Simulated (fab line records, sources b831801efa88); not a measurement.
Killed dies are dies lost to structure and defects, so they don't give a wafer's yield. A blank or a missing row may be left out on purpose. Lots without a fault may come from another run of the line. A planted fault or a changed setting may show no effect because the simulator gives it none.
Chamber matching | flow gf180mcu | GF_STI_ETCH_14 on rie_si-01: 4 sister chambers
The step etches Si in HBr/Cl2/O2, target depth 360 nm, time 102.9 s. 4 wafers are shown with their chamber, then 7 later ones without.

WAFERS WITH THEIR CHAMBER
wafer  | chamber | drypump_motor_current_A (A)
L802.5 | 2       | 5.6
L803.1 | 1       | 6.1
L803.2 | 0       | 6.5
L803.3 | 3       | 5.7

WAFERS WITHOUT THEIR CHAMBER
wafer  | drypump_motor_current_A (A)
L806.1 | 5.6
L806.4 | 6.5
L806.5 | 5.8
L809.5 | 5.8
L809.6 | 6.5
L812.2 | 6.1
L812.3 | 5.8

WHICH CHAMBER EACH WENT THROUGH
wafer  | from the rows above     | in truth
L806.1 | can't be placed: 2 or 3 | 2
L806.4 | 0                       | 0
L806.5 | can't be placed: 3 or 2 | 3
L809.5 | can't be placed: 3 or 2 | 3
L809.6 | 0                       | 0
L812.2 | 1                       | 1
L812.3 | can't be placed: 3 or 2 | 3
Placed correctly: 3 of 7. Can't be placed from these rows: 4 (the true chamber is among the candidates in 4). Placed wrongly: 0.
How it was worked out, from the rows above alone: a wafer's distance from a chamber is the root of the sum, over the readings, of the square of ((its reading less the chamber's mean) divided by the reading's scatter). The wafer belongs to the nearest chamber; if the next one is less than 2 further off, it can't be placed. A chamber's mean is the mean of its shown wafers. The scatter: with one shown wafer a chamber, the root of the mean of the squares of how far each hidden wafer lies from its nearest shown one.
